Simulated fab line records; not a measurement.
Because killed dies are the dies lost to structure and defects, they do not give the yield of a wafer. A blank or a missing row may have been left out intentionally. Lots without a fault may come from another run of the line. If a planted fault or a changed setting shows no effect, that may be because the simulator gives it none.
What tool caused it? ; flow sky130 ; 12 lots, 36 wafers sampled, at 5 steps of a route of 708

== WHAT THE GAUGES SHOWED, per wafer ==
SKY_METAL3_CD_MEAS_13: target cd 300 nm. Usual: cdNm 299.9 nm, standard deviation 1.1.
lot;measured;on;cdNm (nm);flag
L710;day 38 17:36;cdSem-01;298.5 298.6 299.5;
L715;day 40 14:45;cdSem-02;299.9 297.8 300.2;
L714;day 40 19:20;cdSem-01;298.3 300.2 298.0;
L713;day 40 19:59;cdSem-01;301.1 299.5 300.1;
L722;day 42 11:57;cdSem-02;298.9 300.2 300.0;
L725;day 43 04:46;cdSem-01;299.0 298.3 298.1;
L726;day 43 10:32;cdSem-01;299.0 299.1 299.0;
L727;day 43 17:59;cdSem-02;298.6 298.7 299.0;
L729;day 44 07:06;cdSem-01;300.6 300.5 301.1;
L728;day 44 07:50;cdSem-02;298.9 299.2 300.9;
L730;day 44 23:00;cdSem-02;300.6 299.4 299.4;
L731;day 45 00:29;cdSem-02;302.0 301.2 300.8;

SKY_CAP2M_RS_MEAS_03: a four-point-probe measurement. Usual: CAP2M_TIN_RS typically reads 6.91 ohm/sq, with standard deviation 0.075.
lot;measured;on;CAP2M_TIN_RS (ohm/sq);flag
L710;day 39 21:24;filmMetro-01;6.92 7.05 6.95;
L715;day 41 18:04;filmMetro-01;6.89 6.85;
L713;day 41 23:33;filmMetro-01;6.94;
L722;day 43 14:40;filmMetro-02;6.89 6.97 7.01;
L725;day 44 06:31;filmMetro-02;6.89 6.78 6.83;
L726;day 44 13:02;filmMetro-02;6.85 6.89 6.89;
L727;day 44 19:37;filmMetro-01;6.78 6.77 6.75;
L729;day 45 08:20;filmMetro-01;6.96 6.85 6.92;
L728;day 45 09:01;filmMetro-01;6.85 6.92 7.02;
L730;day 45 23:59;filmMetro-04;6.84 6.96 6.81;
L731;day 46 01:21;filmMetro-01;7.05 6.97 7.01;

== EACH LOT AND THE TOOL THAT RAN IT (in order: tool; ch and the chambers of the sampled wafers; start) ==
lot;SKY_VIA3_ETCH_15;SKY_VIA3_STRIP_16;SKY_METAL4_SPUTTER_03
L710;rieDiel-03 ch 0,2,3, day 39 19:42;plasmaAsher-01 ch 0,1, day 39 19:46;pvdSputter-02, day 39 21:07
L715;rieDiel-03 ch 0,1,3, day 41 16:03;plasmaAsher-04 ch 0,1, day 41 16:07;pvdSputter-01, day 41 17:44
L714;rieDiel-03 ch 0,3, day 41 20:26;plasmaAsher-02 ch 0,1, day 41 20:32;-
L713;rieDiel-03 ch 1,2,3, day 41 21:49;plasmaAsher-02 ch 0,1, day 41 21:52;pvdSputter-02, day 41 23:13
L722;rieDiel-04 ch 1,3, day 43 13:00;plasmaAsher-01 ch 0, day 43 13:04;pvdSputter-01, day 43 14:24
L725;rieDiel-01 ch 1,2,3, day 44 04:49;plasmaAsher-04 ch 0, day 44 04:52;pvdSputter-01, day 44 06:14
L726;rieDiel-03 ch 0,1, day 44 11:19;plasmaAsher-02 ch 0,1, day 44 11:22;pvdSputter-01, day 44 12:47
L727;rieDiel-04 ch 0,1,3, day 44 17:53;plasmaAsher-02 ch 0,1, day 44 17:59;pvdSputter-02, day 44 19:17
L729;rieDiel-04 ch 0,1, day 45 06:34;plasmaAsher-04 ch 0,1, day 45 06:37;pvdSputter-02, day 45 08:04
L728;rieDiel-03 ch 0,1,2, day 45 07:18;plasmaAsher-04 ch 0,1, day 45 07:23;pvdSputter-02, day 45 08:43
L730;rieDiel-04 ch 1,2,3, day 45 22:13;plasmaAsher-01 ch 0,1, day 45 22:16;pvdSputter-02, day 45 23:43
L731;rieDiel-03 ch 0,1,2, day 45 23:41;plasmaAsher-01 ch 0,1, day 45 23:45;pvdSputter-01, day 46 01:05
- SKY_VIA3_ETCH_15: etches SiO2 in C4F8/O2/Ar, stops on TiN, target depth 507 nm, time 78 s.
- SKY_VIA3_STRIP_16: strips in O2/N2.
- SKY_METAL4_SPUTTER_03: material Ti, target thk 5 nm, time 3.3 s.

== AS READ BY THE TOOLS THEMSELVES (means over the sampled wafers that have a number; for cases with no such wafer, the mark the record gives instead) ==
SKY_VIA3_ETCH_15. Usual: chamberPressureMTorr 40.00 mTorr, standard deviation 0.035; oesProductAu 0.947 a.u., standard deviation 0.0043.
lot;tool;chamberPressureMTorr (mTorr);oesProductAu (a.u.);flag
L710;rieDiel-03;40.04;0.945;
L715;rieDiel-03;40.01;0.905;OFF
L714;rieDiel-03;40.02;0.893;OFF
L713;rieDiel-03;40.02;0.902;OFF
L722;rieDiel-04;40.03;0.942;
L725;rieDiel-01;40.04;0.942;
L726;rieDiel-03;40.03;0.946;
L727;rieDiel-04;40.03;0.950;
L729;rieDiel-04;39.98;0.949;
L728;rieDiel-03;39.99;0.944;
L730;rieDiel-04;40.02;0.944;
L731;rieDiel-03;39.99;0.947;

SKY_VIA3_STRIP_16. Usual: chamberPressureMTorr 1500.1 mTorr, standard deviation 1.5; drypumpMotorCurrentA 5.6 A, standard deviation 0.47; oesProductAu 0.402 a.u., standard deviation 0.0045; stripTimeToEndpointS 4.135 s, standard deviation 0.027.
lot;tool;chamberPressureMTorr (mTorr);drypumpMotorCurrentA (A);oesProductAu (a.u.);stripTimeToEndpointS (s);flag
L710;plasmaAsher-01;1500.3;6.2;0.403;4.177;
L715;plasmaAsher-04;1500.7;5.5;0.409;4.315;OFF
L714;plasmaAsher-02;1499.7;5.2;0.410;4.309;OFF
L713;plasmaAsher-02;1498.9;5.2;0.411;4.292;OFF
L722;plasmaAsher-01;1500.4;6.2;0.400;4.152;
L725;plasmaAsher-04;1500.3;5.4;0.401;4.141;
L726;plasmaAsher-02;1499.3;5.1;0.400;4.156;
L727;plasmaAsher-02;1500.0;5.2;0.397;4.118;
L729;plasmaAsher-04;1501.7;5.5;0.402;4.101;
L728;plasmaAsher-04;1500.6;5.5;0.405;4.141;
L730;plasmaAsher-01;1500.7;6.3;0.405;4.127;
L731;plasmaAsher-01;1500.7;6.2;0.402;4.130;

SKY_METAL4_SPUTTER_03. Usual: chamberPressurePa 0.4000 Pa, standard deviation 0.0008; throttleValvePct 29.7 %, standard deviation 0.83.
lot;tool;chamberPressurePa (Pa);throttleValvePct (%);flag
L710;pvdSputter-02;0.3994;29.7;
L715;pvdSputter-01;0.3991;29.1;
L713;pvdSputter-02;0.4001;30.5;
L722;pvdSputter-01;0.3999;29.4;
L725;pvdSputter-01;0.4001;30.0;
L726;pvdSputter-01;0.4001;29.9;
L727;pvdSputter-02;0.4003;29.9;
L729;pvdSputter-02;0.4008;30.0;
L728;pvdSputter-02;0.4003;29.7;
L730;pvdSputter-02;0.3995;30.1;
L731;pvdSputter-01;0.4002;29.2;

== THE ANSWER, worked out from the rows above alone ==
Rule: take the mean of a lot's wafers that have a number; if it is more than 3 standard deviations from the usual mean, the lot is off. Also off: a lot with no number at a reading for which 4 or more lots have one. The other lots that the step has rows for count as sound. The gauges are gone through in route order, then the tools' own readings, and for those a lot's mean is taken as printed above. The first step at which some lot is off is used, and at that step the reading that is off furthest; a lot without a number counts as furthest.
Off at SKY_VIA3_ETCH_15 (oesProductAu): L715, L714, L713.
If a tool, at that step or one of the process steps before it, ran each lot that is off and ran no sound lot following the first of them, it fits. Of those tried, none fits.

== WHAT WAS PUT IN BY THE SIMULATOR ==
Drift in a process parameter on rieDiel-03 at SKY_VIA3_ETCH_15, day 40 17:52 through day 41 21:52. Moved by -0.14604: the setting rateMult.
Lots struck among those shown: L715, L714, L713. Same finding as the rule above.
